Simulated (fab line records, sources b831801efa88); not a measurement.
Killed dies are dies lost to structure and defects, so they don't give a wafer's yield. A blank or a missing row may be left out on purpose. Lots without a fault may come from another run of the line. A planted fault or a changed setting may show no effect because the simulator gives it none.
A struck lot beside a sound one | flow gf180mcu | 27 steps out of a route of 602
Sound: wafers L193.1, L193.3, L193.4. Struck: wafers L195.2, L195.3, L195.4. The cause comes at the end.
At each step with rows: each side's tool, then ch and its chambers, then its first start. Under that, the readings that differ: sound wafers | struck wafers | difference of the means | sigmas: that difference in standard deviations of wafers without a fault.
alike: readings whose means differ by less than 2 such deviations, and words and numbers that are the same on both sides. not compared: withheld readings, readings that some wafer has no value for, bounds like >300 that may hide the same value, and numbers for which the record gives no deviation and whose values overlap.
The two part at a step that has a row with sigmas, a row that says differs or no value, or rows on one side only. Numbers that don't overlap but have no deviation are shown without sigmas and don't part them. A reading that every wafer of one side lacks parts them only if that side has two wafers or more.

GF_DNWELL_STRIP_08: strips in O2/N2.
  sound on plasma_asher-01 ch 0,1, day 5 15:54; struck on plasma_asher-01 ch 0,1, day 6 02:27
  reading                        | sound                | struck               | difference | sigmas
  chamber_pressure_mTorr (mTorr) | 1500.0 1499.9 1500.7 | 1484.7 1501.5 1499.6 | -4.9       | -3
  alike: drypump_motor_current_A, heater_power_w, oes_product_au, strip_time_to_endpoint_s
  not compared: rf_hours_counter_h
GF_DNWELL_TW_MEAS_09:
  sound on film_metro-03, day 5 16:00; struck on film_metro-03, day 6 02:34
  alike: DNWELL_TW
then, 7 steps without rows for these wafers: GF_NWELL_DEHYDRATE_00 (time 60 s); GF_NWELL_HMDS_01 (prime time 60 s); GF_NWELL_COAT_02 (resist thk 3000 nm); GF_NWELL_SOFTBAKE_03; GF_NWELL_EXPOSE_04 (exposes mask Nwell, target cd 860 nm); GF_NWELL_PEB_05; GF_NWELL_DEVELOP_06 (develop time 60 s).
GF_NWELL_OVL_MEAS_07:
  sound on overlay-02, day 6 06:58; struck on overlay-02, day 6 17:04
  alike: NWELL_OVL
then, 2 steps without rows for these wafers: GF_NWELL_IMPLANT_08; GF_NWELL_IMPLANT_09.
GF_NWELL_STRIP_10: strips in O2/N2.
  sound on plasma_asher-02 ch 0,1, day 6 07:18; struck on plasma_asher-02 ch 0,1, day 6 17:23
  no value came back on the struck wafers for any of 5 readings (chamber_pressure_mTorr (mTorr), drypump_motor_current_A (A) and others); on the sound wafers chamber_pressure_mTorr (mTorr) reads 1498.4 1498.9 1499.3
  reading                                 | sound | struck         | difference | sigmas
  model.coat_of_NWELL_COAT_02.thk_nm (nm) | 0 0 0 | 3034 3024 3035 | +3031      |
  not compared: rf_hours_counter_h
GF_NWELL_TW_MEAS_11:
  sound on film_metro-04, day 6 07:24; struck on film_metro-02, day 6 17:30
  alike: NWELL_TW
then, 7 steps without rows for these wafers: GF_LVPWELL_DEHYDRATE_00 (time 60 s); GF_LVPWELL_HMDS_01 (prime time 60 s); GF_LVPWELL_COAT_02 (resist thk 3000 nm); GF_LVPWELL_SOFTBAKE_03; GF_LVPWELL_EXPOSE_04 (exposes mask LVPWELL, target cd 600 nm); GF_LVPWELL_PEB_05; GF_LVPWELL_DEVELOP_06 (develop time 60 s).
GF_LVPWELL_OVL_MEAS_07:
  sound on overlay-02, day 6 22:39; struck on overlay-02, day 7 08:28
  reading          | sound        | struck         | difference | sigmas
  LVPWELL_OVL (nm) | -0.3 0.8 3.3 | -1.5 -1.9 -1.2 | -2.8       | -2
then, 2 steps without rows for these wafers: GF_LVPWELL_IMPLANT_08; GF_LVPWELL_IMPLANT_09.
GF_LVPWELL_STRIP_10: strips in O2/N2.
  sound on plasma_asher-01 ch 0,1, day 6 22:59; struck on plasma_asher-03 ch 0,1, day 7 08:47
  reading                      | sound             | struck            | difference | sigmas
  oes_product_au (a.u.)        | 0.723 0.719 0.726 | 0.748 0.738 0.744 | +0.021     | +4
  strip_time_to_endpoint_s (s) | 37.07 37.00 36.95 | 81.74 81.50 81.77 | +44.66     | +99 or more
  alike: chamber_pressure_mTorr, drypump_motor_current_A, heater_power_w
  not compared: rf_hours_counter_h
GF_LVPWELL_TW_MEAS_11:
  sound on film_metro-04, day 6 23:05; struck on film_metro-04, day 7 08:54
  reading    | sound       | struck   | difference | sigmas
  LVPWELL_TW | 567 565 563 | 30 30 30 | -535       | -88
then, 1 step without rows for these wafers: GF_MVSD_DEHYDRATE_00 (time 60 s).

WHERE THEY PART
First at GF_DNWELL_STRIP_08; last, within this record, at GF_LVPWELL_TW_MEAS_11.

WHY: what the simulator had put in
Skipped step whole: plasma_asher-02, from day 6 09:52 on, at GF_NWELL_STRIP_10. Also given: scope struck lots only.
